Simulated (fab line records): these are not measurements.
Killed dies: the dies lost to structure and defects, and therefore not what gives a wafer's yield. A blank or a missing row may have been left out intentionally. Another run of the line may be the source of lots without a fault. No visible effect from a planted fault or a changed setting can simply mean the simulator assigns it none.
fab line records	flow sky130
record: lots: 7	wafers: 21	lastDay: 49
route steps=708 shown RES_XHIGH@339 SD_N@342 SD_P@359
lots untouched by any fault: they come from a run of this same line in which no faults occurred
startH: hours from the record's opening day to when the first of the lot's shown wafers began	waitH: how many hours have passed since the lot's step before this one	" repeats the value in the row above	L1.1+2: a single row standing in for several wafers	- no value present, or no start provided	* or withheld: withheld	< > ~ a bound
route shown NAME@n: a module of which the file shows steps, and the number in the route of the first	usual: mean/standard deviation taken from wafers without a fault	same: alike in all rows	chamber/n: place in a boat	sites: per-site readings	_std_site: the values' standard deviation	_edge_site: mean of outer sites minus mean of inner sites	radiusMm: how far each site lies from the wafer's centre	mask NAME#n: copy n	behind: the tool/chamber that last shaped the wafer	hold: cause of the lot's hold/its duration in hours/its outcome	device: whichever transistor did not switch (one of n, p or np)	end of line: tests run on the same wafers once the route is complete	step lacking rows: just its recipe	killed: dies lost to structure and defects at the first sort, not the wafer's yield	map: the dies of a wafer, with x for killed, . for not killed, _ for no die there
set.NAME: setting as actually run; set.NAME@STEP: the setting as run at that earlier step	model.NAME: the simulator's own value behind a step, which no gauge read
lots at some steps of the route; a table a step, a row a wafer
services: the hour from which a tool's chamber was out of use, counted from the record's first day as startH (under 0 if before that day), plus the number of hours and why
== steps ==
step: SKY_RES_XHIGH_IMPLANT_07
recipe: species: BF2	energyKev: 20	doseCm2: 3.6e+14	tiltDeg: 0
step: SKY_RES_XHIGH_STRIP_08
recipe: chemistry: O2/N2	powerW: 1400	pressureMtorr: 1500	platenTempC: withheld	o2FlowSccm: 3000	n2FlowSccm: 300	overashFraction: 0.5
usual: drypumpMotorCurrentA: 5.3/0.34	oesProductAu: 0.711/0.004	stripTimeToEndpointS: 14.29/0.038
lot.wafer	tool	chamber	startH	waitH	drypumpMotorCurrentA	oesProductAu	rfHoursCounterH	stripTimeToEndpointS
L364.1	plasmaAsher-01	0	621.84	0.1	4.8	0.713	19	14.27
L364.4	"	1	"	"	5.3	0.705	-	14.30
L364.5	"	0	"	"	4.8	0.709	-	14.30
L367.1	plasmaAsher-02	0	668.51	0.1	5.0	0.707	55	14.28
L367.3	"	0	"	"	4.9	0.716	-	14.28
L367.4	"	1	"	"	5.6	0.713	-	14.26
L368.2	plasmaAsher-02	0	675.36	0.1	4.9	0.711	56	14.28
L368.4	"	1	"	"	5.6	0.719	-	14.31
L368.5	"	0	"	"	4.9	0.711	-	14.31
L372.1	plasmaAsher-02	1	691.26	0.1	5.6	0.712	57	14.31
L372.2	"	0	"	"	5.0	0.712	57	14.29
L372.5	"	0	"	"	5.0	0.703	-	14.31
L376.1	plasmaAsher-01	1	719.64	0.1	5.3	0.712	29	14.28
L376.3	"	0	"	"	4.8	0.711	-	14.23
L376.4	"	1	"	"	5.3	0.716	-	14.27
L377.2	plasmaAsher-03	1	725.09	0.1	5.8	0.710	88	14.31
L377.4	"	1	"	"	5.7	0.716	-	14.32
L377.6	"	0	"	"	5.5	0.714	-	14.30
L378.1	plasmaAsher-03	1	765.28	0.1	5.7	0.714	92	14.30
L378.3	"	0	"	"	5.5	0.716	-	14.30
L378.6	"	0	"	"	5.5	0.706	-	14.30
step: SKY_RES_XHIGH_TW_MEAS_09
usual: RES_XHIGH_TW: 1639/13
lot.wafer	tool	chamber	startH	waitH	RES_XHIGH_TW
L364.1	filmMetro-04	-	621.94	0.1	1642
L364.4	"	-	"	"	1639
L364.5	"	-	"	"	1643
L367.1	filmMetro-02	-	668.61	0.1	1648
L367.3	"	-	"	"	1654
L367.4	"	-	"	"	1656
L368.2	filmMetro-04	-	675.47	0.1	1624
L368.4	"	-	"	"	1617
L368.5	"	-	"	"	1616
L372.1	filmMetro-04	-	691.36	0.1	1626
L372.2	"	-	"	"	1630
L372.5	"	-	"	"	1627
L376.1	filmMetro-04	-	719.74	0.1	1638
L376.3	"	-	"	"	1618
L376.4	"	-	"	"	1631
L377.2	filmMetro-03	-	725.20	0.1	1643
L377.4	"	-	"	"	1649
L377.6	"	-	"	"	1641
L378.1	filmMetro-02	-	765.38	0.1	1657
L378.3	"	-	"	"	1652
L378.6	"	-	"	"	1653
step: SKY_SD_N_DEHYDRATE_00
recipe: tempC: 200	timeS: 60
step: SKY_SD_N_HMDS_01
recipe: primeTimeS: 60	primeTempC: 120
step: SKY_SD_N_COAT_02
recipe: resist: NOVOLAK	spinRpm: 3000	resistThkNm: 1140
step: SKY_SD_N_SOFTBAKE_03
recipe: tempC: 90	timeS: 60	resist: NOVOLAK
step: SKY_SD_N_EXPOSE_04
recipe: maskId: NSDM	na: 0.6	sourceShape: conventional	sigmaOuter: 0.6	polarization: unpolarized	targetCdNm: 380	doseMj: 141
step: SKY_SD_N_PEB_05
recipe: tempC: withheld	timeS: *	resist: NOVOLAK
step: SKY_SD_N_DEVELOP_06
recipe: resist: NOVOLAK	developer: TMAH	developTimeS: 60	devTempC: 23
step: SKY_SD_N_CD_MEAS_07
recipe: targetCdNm: 380
usual: cdNm: 381.0/1.5
lot.wafer	tool	chamber	startH	waitH	cdNm
L364.1	cdSem-01	-	650.34	0.1	380.1
L364.4	"	-	"	"	380.2
L364.5	"	-	"	"	379.0
L367.1	cdSem-02	-	696.17	0.1	381.5
L367.3	"	-	"	"	382.3
L367.4	"	-	"	"	380.7
L368.2	cdSem-02	-	703.46	0.1	382.5
L368.4	"	-	"	"	382.0
L368.5	"	-	"	"	381.1
L372.1	cdSem-01	-	718.89	0.1	382.9
L372.2	"	-	"	"	381.2
L372.5	"	-	"	"	382.3
L376.1	cdSem-02	-	747.19	0.1	379.2
L376.3	"	-	"	"	379.6
L376.4	"	-	"	"	378.6
L377.2	cdSem-01	-	753.00	0.1	381.7
L377.4	"	-	"	"	380.3
L377.6	"	-	"	"	381.5
L378.1	cdSem-01	-	792.03	0.1	383.4
L378.3	"	-	"	"	380.9
L378.6	"	-	"	"	382.6
step: SKY_SD_N_OVL_MEAS_08
usual: SD_N_OVL: 0.7/1.1
lot.wafer	tool	chamber	startH	waitH	SD_N_OVL[nm]
L364.1	overlay-02	-	650.46	0.1	1.3
L364.4	"	-	"	"	1.9
L364.5	"	-	"	"	1.8
L367.1	overlay-02	-	696.29	0.1	1.7
L367.3	"	-	"	"	-0.8
L367.4	"	-	"	"	2.2
L368.2	overlay-02	-	703.56	0.1	0.3
L368.4	"	-	"	"	0.8
L368.5	"	-	"	"	0.2
L372.1	overlay-01	-	719.01	0.1	0.6
L372.2	"	-	"	"	0.1
L372.5	"	-	"	"	0.4
L376.1	overlay-02	-	747.31	0.1	-1.8
L376.3	"	-	"	"	-1.1
L376.4	"	-	"	"	-1.6
L377.2	overlay-01	-	753.11	0.1	-1.8
L377.4	"	-	"	"	-0.6
L377.6	"	-	"	"	-1.0
L378.1	overlay-02	-	792.15	0.1	0.8
L378.3	"	-	"	"	-0.4
L378.6	"	-	"	"	-0.8
step: SKY_SD_N_IMPLANT_09
recipe: species: As	energyKev: 50	doseCm2: 4e+15	tiltDeg: 0
usual: beamEnergyKeV: 50.000/0.013	beamOnS: 17.9/2.8	implantIonAmu: 75/0
lot.wafer	tool	chamber	startH	waitH	beamEnergyKeV	beamOnS	implantIonAmu	model.implant.rpNm	model.implant.drpNm
L364.1	implanter-03	0	650.49	0.0	50.026	15.0	75	31.7	14.11
L364.4	"	0	"	"	49.996	15.2	75	31.7	14.11
L364.5	"	0	"	"	49.997	14.9	75	31.7	14.11
L367.1	implanter-01	0	696.33	0.0	49.992	20.9	75	33.04	14.11
L367.3	"	0	"	"	49.989	21.6	75	33.04	14.11
L367.4	"	0	"	"	49.986	21.6	75	33.04	14.11
L368.2	implanter-03	0	703.62	0.0	50.027	15.5	75	33.26	14.11
L368.4	"	0	"	"	50.004	15.7	75	33.26	14.11
L368.5	"	0	"	"	50.015	15.2	75	33.26	14.11
L372.1	implanter-03	0	719.04	0.0	49.994	15.1	75	32.51	14.11
L372.2	"	0	"	"	49.989	15.3	75	32.51	14.11
L372.5	"	0	"	"	49.981	15.2	75	32.51	14.11
L376.1	implanter-03	0	747.34	0.0	50.011	15.2	49	38.06	18.55
L376.3	"	0	"	"	49.980	15.5	49	38.06	18.55
L376.4	"	0	"	"	50.012	15.1	49	38.06	18.55
L377.2	implanter-03	0	753.16	0.0	50.004	15.5	49	36.98	18.55
L377.4	"	0	"	"	50.021	15.5	49	36.98	18.55
L377.6	"	0	"	"	50.017	15.2	49	36.98	18.55
L378.1	implanter-03	0	792.18	0.0	50.019	15.0	49	37.94	18.55
L378.3	"	0	"	"	50.007	15.7	49	37.94	18.55
L378.6	"	0	"	"	50.015	15.3	49	37.94	18.55
step: SKY_SD_N_IMPLANT_10
recipe: species: P	energyKev: 20	doseCm2: 1e+14	tiltDeg: 0
step: SKY_SD_N_STRIP_11
recipe: chemistry: O2/N2	powerW: 1400	pressureMtorr: 1500	platenTempC: withheld	o2FlowSccm: 3000	n2FlowSccm: 300	overashFraction: 0.5
usual: drypumpMotorCurrentA: 5.6/0.38	oesProductAu: 0.527/0.0046	stripTimeToEndpointS: 22.56/0.04
lot.wafer	tool	chamber	startH	waitH	drypumpMotorCurrentA	oesProductAu	rfHoursCounterH	stripTimeToEndpointS
L364.1	plasmaAsher-03	0	650.79	0.1	5.5	0.527	81	22.57
L364.4	"	0	"	"	5.5	0.527	-	22.56
L364.5	"	0	"	"	5.5	0.525	-	22.55
L367.1	plasmaAsher-01	0	696.63	0.1	4.8	0.531	27	22.53
L367.3	"	1	"	"	5.3	0.525	-	22.54
L367.4	"	0	"	"	4.8	0.521	-	22.56
L368.2	plasmaAsher-03	0	703.89	0.1	5.5	0.525	86	22.52
L368.4	"	1	"	"	5.7	0.526	-	22.54
L368.5	"	0	"	"	5.5	0.528	-	22.52
L372.1	plasmaAsher-04	1	719.34	0.1	6.0	0.524	104	22.55
L372.2	"	0	"	"	6.1	0.528	104	22.51
L372.5	"	0	"	"	6.1	0.538	-	22.54
L376.1	plasmaAsher-03	0	747.64	0.1	5.5	0.516	90	23.27
L376.3	"	0	"	"	5.5	0.517	-	23.27
L376.4	"	1	"	"	5.8	0.520	-	23.32
L377.2	plasmaAsher-03	1	753.44	0.1	5.8	0.522	91	23.34
L377.4	"	1	"	"	5.8	0.518	-	23.30
L377.6	"	0	"	"	5.5	0.516	-	23.33
L378.1	plasmaAsher-03	0	792.48	0.1	5.5	0.518	94	23.34
L378.3	"	1	"	"	5.7	0.521	-	23.30
L378.6	"	1	"	"	5.7	0.519	-	23.28
step: SKY_SD_N_TW_MEAS_12
usual: SD_N_TW: 3985/32
lot.wafer	tool	chamber	startH	waitH	SD_N_TW
L364.1	filmMetro-03	-	650.89	0.1	3950
L364.4	"	-	"	"	3971
L364.5	"	-	"	"	3946
L367.1	filmMetro-02	-	696.73	0.1	4035
L367.3	"	-	"	"	4020
L367.4	"	-	"	"	4023
L368.2	filmMetro-04	-	704.00	0.1	3986
L368.4	"	-	"	"	3980
L368.5	"	-	"	"	3971
L372.1	filmMetro-04	-	719.44	0.1	3972
L372.2	"	-	"	"	3943
L372.5	"	-	"	"	3992
L376.1	filmMetro-02	-	747.74	0.1	3810
L376.3	"	-	"	"	3809
L376.4	"	-	"	"	3781
L377.2	filmMetro-04	-	753.55	0.1	3723
L377.4	"	-	"	"	3692
L377.6	"	-	"	"	3746
L378.1	filmMetro-04	-	792.58	0.1	3735
L378.3	"	-	"	"	3722
L378.6	"	-	"	"	3738
step: SKY_SD_N_CLEAN_13
recipe: chemistry: SC1/SC2	mix: 1:4:20	tempC: 70	timeS: 150	dry: n2Spin
step: SKY_SD_N_RTA_14
recipe: tempC: 1075	timeS: 2	idleTempC: 650	rampUpCPerS: 150	rampDownCPerS: 90	ambient: N2
usual: lampPowerPct: 15.74/0.058	wafer_temp_C_max: 1078.2/1.3
same: timeS: 2
lot.wafer	tool	chamber	startH	waitH	lampPowerPct	wafer_temp_C_max
L364.1	rtpAnneal-02	0	651.00	0.0	15.83	1079.7
L364.4	"	0	"	"	15.68	1076.6
L364.5	"	0	"	"	15.79	1078.6
L367.1	rtpAnneal-01	0	696.84	0.0	15.73	1077.9
L367.3	"	0	"	"	15.73	1077.8
L367.4	"	0	"	"	15.69	1079.4
L368.2	rtpAnneal-02	0	704.11	0.0	15.68	1078.2
L368.4	"	0	"	"	15.77	1078.2
L368.5	"	0	"	"	15.79	1078.7
L372.1	rtpAnneal-02	0	719.55	0.0	15.78	1076.9
L372.2	"	0	"	"	15.70	1076.6
L372.5	"	0	"	"	15.73	1076.3
L376.1	rtpAnneal-02	0	747.85	0.0	15.63	1077.0
L376.3	"	0	"	"	15.80	1078.0
L376.4	"	0	"	"	15.78	1079.4
L377.2	rtpAnneal-01	0	753.67	0.0	15.68	1077.9
L377.4	"	0	"	"	15.80	1076.3
L377.6	"	0	"	"	15.89	1079.4
L378.1	rtpAnneal-02	0	792.69	0.0	15.69	1078.7
L378.3	"	0	"	"	15.80	1079.5
L378.6	"	0	"	"	15.62	1077.9
step: SKY_SD_N_RS_MEAS_16
recipe: thkMeasGauge: four-point-probe
usual: SD_N_RS: 68.62/0.11
lot.wafer	tool	chamber	startH	waitH	SD_N_RS[ohm/sq]
L364.1	filmMetro-04	-	651.17	0.1	68.59
L364.4	"	-	"	"	68.46
L364.5	"	-	"	"	68.48
L367.1	filmMetro-03	-	697.01	0.1	68.66
L367.3	"	-	"	"	68.50
L367.4	"	-	"	"	68.66
L368.2	filmMetro-04	-	704.29	0.1	68.58
L368.4	"	-	"	"	68.57
L368.5	"	-	"	"	68.52
L372.1	filmMetro-03	-	719.72	0.1	68.45
L372.2	"	-	"	"	68.80
L372.5	"	-	"	"	68.75
L376.1	filmMetro-03	-	748.02	0.1	-
L376.3	"	-	"	"	-
L376.4	"	-	"	"	-
L377.2	filmMetro-02	-	753.90	0.1	-
L377.4	"	-	"	"	-
L377.6	"	-	"	"	-
L378.1	filmMetro-02	-	792.86	0.1	-
L378.3	"	-	"	"	-
L378.6	"	-	"	"	-
step: SKY_SD_N_RS_MEAS_17
recipe: thkMeasGauge: four-point-probe
usual: SD_P_RS: 147.2/0.38
lot.wafer	tool	chamber	startH	waitH	SD_P_RS[ohm/sq]
L364.1	filmMetro-04	-	651.29	0.1	147.1
L364.4	"	-	"	"	146.8
L364.5	"	-	"	"	146.9
L367.1	filmMetro-03	-	697.13	0.1	147.3
L367.3	"	-	"	"	147.4
L367.4	"	-	"	"	146.7
L368.2	filmMetro-04	-	704.41	0.1	146.8
L368.4	"	-	"	"	147.2
L368.5	"	-	"	"	147.4
L372.1	filmMetro-03	-	719.84	0.1	147.1
L372.2	"	-	"	"	147.1
L372.5	"	-	"	"	147.1
L376.1	filmMetro-03	-	748.14	0.1	146.8
L376.3	"	-	"	"	146.7
L376.4	"	-	"	"	146.9
L377.2	filmMetro-02	-	754.02	0.1	146.6
L377.4	"	-	"	"	147.7
L377.6	"	-	"	"	146.6
L378.1	filmMetro-02	-	792.98	0.1	146.9
L378.3	"	-	"	"	147.0
L378.6	"	-	"	"	146.6
== services ==
tool	chamber	startH	hours	kind
rtpAnneal-02	-	599.66	7.4	pm
implanter-03	-	616.13	2.7	pm
plasmaAsher-04	-	644.00	2.8	pm
implanter-03	-	670.48	6.1	repair
plasmaAsher-03	-	681.79	2.5	repair
rtpAnneal-02	-	706.59	0.9	pm
implanter-01	-	722.66	2.5	repair
plasmaAsher-04	-	733.75	9.0	pm
plasmaAsher-04	0	733.75	9.0	ventCycle
plasmaAsher-04	1	733.75	9.0	ventCycle
plasmaAsher-04	0	742.75	-	clean
plasmaAsher-04	1	742.75	-	clean
plasmaAsher-02	-	751.82	0.6	repair
plasmaAsher-03	-	768.52	0.8	repair
implanter-01	-	790.53	1.7	pm
== key ==
firstSign: step: SKY_SD_N_IMPLANT_09	reading: implantIonAmu	direction: down	sigmas: 99+	usual: 75	struck: 49
effect: step: SKY_SD_N_STRIP_11	reading: stripTimeToEndpointS	direction: up	sigmas: 19	usual: *	struck: *
effect: step: SKY_SD_N_TW_MEAS_12	reading: SD_N_TW	direction: down	sigmas: 7.3	usual: 3985	struck: 3751
effect: step: SKY_SD_N_RS_MEAS_16	reading: SD_N_RS	direction: missing
modelEffect: step: SKY_SD_N_IMPLANT_09	value: implant.rpNm	without: 32.49	struck: 37.66
metAt SKY_SD_N_IMPLANT_09
struckWafers L376.1,L376.3,L376.4,L377.2,L377.4,L377.6,L378.1,L378.3,L378.6
sortLeftOut L376.1,L376.3,L376.4,L377.2,L377.4,L377.6,L378.1,L378.3,L378.6
testerLeftOut L376,L377,L378
onsetBetween 719.04 747.34
fault: kind: wrongRecipeDownload	tool: implanter-01,implanter-02,implanter-03	chamber: -	onsetH: 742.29	steps: SKY_SD_N_IMPLANT_09	wrongRecipe.notListed: 1
testerLeftOut: of these lots the tester's yield and bins aren't shown, on N5 and GAA mostly nor the transistor test; their killed dies are dies lost to structure and defects alone, not to doping, threshold or leakage, so they don't give the yield
sortLeftOut: the simulated sort isn't trusted on such a fault, so these wafers' sort isn't shown, and their yield isn't known
